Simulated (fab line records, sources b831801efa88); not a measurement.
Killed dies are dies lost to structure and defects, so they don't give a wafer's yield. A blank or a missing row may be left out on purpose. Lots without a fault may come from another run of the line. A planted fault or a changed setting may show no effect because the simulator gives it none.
Which tool did it? | flow gf180mcu | 24 lots, 72 wafers sampled, at 3 steps of a route of 602

WHAT THE GAUGES READ, wafer by wafer
GF_MVPSD_OVL_MEAS_07. Usual: MVPSD_OVL 0.4 nm, standard deviation 1.4.
lot  | measured     | on         | MVPSD_OVL (nm) | flag
L074 | day 5 00:39  | overlay-01 | 1.0 2.6 0.1    |
L075 | day 5 06:44  | overlay-01 | 0.5 -0.2 1.1   |
L076 | day 5 14:14  | overlay-02 | 1.7 1.1 0.7    |
L077 | day 5 19:29  | overlay-02 | 0.6 0.0 0.4    |
L078 | day 6 00:43  | overlay-01 | 0.8 -1.2 0.5   |
L079 | day 6 07:06  | overlay-01 | 1.5 -0.1 0.0   |
L080 | day 6 12:40  | overlay-01 | 0.6 0.7 -0.2   |
L081 | day 6 17:59  | overlay-01 | -2.0 -2.1 -0.6 |
L082 | day 7 01:02  | overlay-01 | 1.1 0.7 -0.5   |
L083 | day 7 08:34  | overlay-01 | 1.7 0.9 0.1    |
L084 | day 7 14:49  | overlay-02 | -1.6 -0.1 -1.8 |
L085 | day 7 20:11  | overlay-02 | 1.0 0.5 -0.2   |
L086 | day 8 00:49  | overlay-01 | 0.3 -0.4 -0.8  |
L087 | day 8 06:46  | overlay-02 | 1.5 0.6 0.6    |
L088 | day 8 13:35  | overlay-01 | 2.4 4.0 2.3    |
L089 | day 8 19:53  | overlay-02 | 2.9 0.7 0.6    |
L090 | day 9 01:51  | overlay-02 | -1.6 -0.9 -0.9 |
L091 | day 9 06:15  | overlay-02 | -0.6 0.5 -1.3  |
L092 | day 9 14:38  | overlay-02 | 0.2 1.1 0.3    |
L093 | day 9 20:40  | overlay-01 | -2.4 -3.0 -4.0 |
L094 | day 10 01:31 | overlay-02 | 1.9 -0.5 2.9   |
L095 | day 10 07:29 | overlay-01 | -0.5 1.0 -1.8  |
L096 | day 10 14:46 | overlay-02 | 1.0 1.3 1.1    |
L097 | day 10 18:20 | overlay-02 | -0.9 0.5 -1.7  |

GF_M2_THK_MEAS_06: measures by xrf. Usual: M2_ALCU_THK 452 nm, standard deviation 5.2.
lot  | measured     | on            | M2_ALCU_THK (nm) | flag
L074 | day 18 09:19 | film_metro-03 | 458 458 452      |
L075 | day 18 13:08 | film_metro-03 | 453 460 453      |
L076 | day 19 05:51 | film_metro-03 | 464 457 459      |
L077 | day 19 10:03 | film_metro-01 | 457 451 460      |
L078 | day 19 21:28 | film_metro-03 | 454 448 451      |
L079 | day 20 08:40 | film_metro-01 | 448 452 445      |
L080 | day 20 16:07 | film_metro-01 | 454 455 453      |
L081 | day 21 03:04 | film_metro-01 | 444 451 444      |
L082 | day 21 12:38 | film_metro-01 | 454 449 448      |
L083 | day 21 17:52 | film_metro-04 | 455 450 462      |
L084 | day 22 07:41 | film_metro-03 | 444 451 447      |
L085 | day 22 11:51 | film_metro-01 | 450 460 458      |
L086 | day 22 21:55 | film_metro-01 | 452 444 446      |
L087 | day 23 04:17 | film_metro-04 | 452 445 452      |
L088 | day 23 11:23 | film_metro-03 | 455 451 452      |
L089 | day 23 21:37 | film_metro-04 | 460 450 459      |
L090 | day 24 03:07 | film_metro-03 | 456 452 457      |
L091 | day 24 10:11 | film_metro-03 | 453 456 451      |
L092 | day 24 20:21 | film_metro-01 | 438 452 451      |
L093 | day 25 02:11 | film_metro-03 | 451 453 445      |
L094 | day 25 10:21 | film_metro-04 | 451 458 451      |
L095 | day 25 16:54 | film_metro-01 | 442 445 448      |
L096 | day 26 02:22 | film_metro-01 | 454 448 456      |
L097 | day 26 06:11 | film_metro-03 | 462 459 461      |

WHICH TOOL RAN EACH LOT (tool, then ch and the chambers of the sampled wafers, then the start)
lot  | GF_MVSD_STRIP_10
L074 | plasma_asher-03 ch 0,1, day 4 11:08
L075 | plasma_asher-03 ch 0,1, day 4 16:20
L076 | plasma_asher-04 ch 0,1, day 4 23:29
L077 | plasma_asher-01 ch 0,1, day 5 04:35
L078 | plasma_asher-01 ch 0,1, day 5 09:11
L079 | plasma_asher-04 ch 0,1, day 5 15:46
L080 | plasma_asher-01 ch 0,1, day 5 21:53
L081 | plasma_asher-04 ch 0,1, day 6 03:02
L082 | plasma_asher-01 ch 0,1, day 6 10:02
L083 | plasma_asher-04 ch 0,1, day 6 16:26
L084 | plasma_asher-03 ch 0,1, day 6 22:25
L085 | plasma_asher-01 ch 0,1, day 7 03:52
L086 | plasma_asher-01 ch 0,1, day 7 08:35
L087 | plasma_asher-03 ch 0,1, day 7 14:49
L088 | plasma_asher-04 ch 0,1, day 7 21:25
L089 | plasma_asher-04 ch 0,1, day 8 03:23
L090 | plasma_asher-04 ch 0,1, day 8 08:40
L091 | plasma_asher-04 ch 0, day 8 13:08
L092 | plasma_asher-01 ch 1, day 8 21:02
L093 | plasma_asher-01 ch 0,1, day 9 02:49
L094 | plasma_asher-03 ch 0,1, day 9 08:20
L095 | plasma_asher-04 ch 0,1, day 9 14:17
L096 | plasma_asher-03 ch 0,1, day 9 21:02
L097 | plasma_asher-04 ch 0,1, day 10 00:20
- GF_MVSD_STRIP_10: strips in O2/N2.

WHAT THE TOOLS THEMSELVES READ (means of the sampled wafers that have a number; where no wafer has one, the mark that the record gives instead)
GF_MVSD_STRIP_10. Usual: drypump_motor_current_A 5.6 A, standard deviation 0.35; heater_power_w 322 W, standard deviation 36; oes_product_au 0.723 a.u., standard deviation 0.0044; strip_time_to_endpoint_s 37.00 s, standard deviation 0.085.
lot  | tool            | drypump_motor_current_A (A) | heater_power_w (W) | oes_product_au (a.u.) | strip_time_to_endpoint_s (s) | flag
L074 | plasma_asher-03 | 6.0                         | 381                | 0.722                 | 36.98                        |
L075 | plasma_asher-03 | 5.9                         | 360                | 0.720                 | 37.07                        |
L076 | plasma_asher-04 | 5.6                         | 298                | 0.719                 | 37.11                        |
L077 | plasma_asher-01 | 5.4                         | 332                | 0.720                 | 36.89                        |
L078 | plasma_asher-01 | 5.3                         | 326                | 0.719                 | 36.91                        |
L079 | plasma_asher-04 | 5.6                         | 293                | 0.719                 | 36.90                        |
L080 | plasma_asher-01 | 5.5                         | 304                | 0.723                 | 37.00                        |
L081 | plasma_asher-04 | 5.4                         | 310                | 0.724                 | 36.97                        |
L082 | plasma_asher-01 | 5.5                         | 299                | 0.724                 | 37.02                        |
L083 | plasma_asher-04 | 5.4                         | 305                | 0.725                 | 36.95                        |
L084 | plasma_asher-03 | 6.1                         | 377                | 0.722                 | 37.03                        |
L085 | plasma_asher-01 | 5.5                         | 307                | 0.728                 | 37.14                        |
L086 | plasma_asher-01 | 5.5                         | 307                | 0.722                 | 37.06                        |
L087 | plasma_asher-03 | 6.1                         | 376                | 0.723                 | 37.02                        |
L088 | plasma_asher-04 | 5.6                         | 299                | 0.724                 | 37.10                        |
L089 | plasma_asher-04 | 5.6                         | 299                | 0.723                 | 36.91                        |
L090 | plasma_asher-04 | 5.3                         | 308                | 0.722                 | 36.91                        |
L091 | plasma_asher-04 | 5.8                         | 286                | 0.722                 | 37.04                        |
L092 | plasma_asher-01 | 5.6                         | 289                | 0.724                 | 36.99                        |
L093 | plasma_asher-01 | 5.5                         | 300                | 0.725                 | 37.01                        |
L094 | plasma_asher-03 | 6.1                         | 376                | 0.722                 | 37.05                        |
L095 | plasma_asher-04 | 5.4                         | 305                | 0.721                 | 36.95                        |
L096 | plasma_asher-03 | 6.0                         | 356                | 0.723                 | 36.97                        |
L097 | plasma_asher-04 | 5.6                         | 294                | 0.723                 | 37.00                        |

THE ANSWER, worked out from the rows above alone
Rule: a lot is off if the mean of its wafers that have a number lies more than 3 standard deviations from the usual mean. A lot without any number at a reading at which 4 lots or more have one is off too. The other lots that the step has rows for count as sound. The gauges are gone through in route order, then the tools' own readings, and for those a lot's mean is taken as printed above. The first step at which some lot is off is used, and at that step the reading that is off furthest; a lot without a number counts as furthest.
No lot is off at any reading shown: from this, nothing can be told.

WHAT THE SIMULATOR HAD PUT IN
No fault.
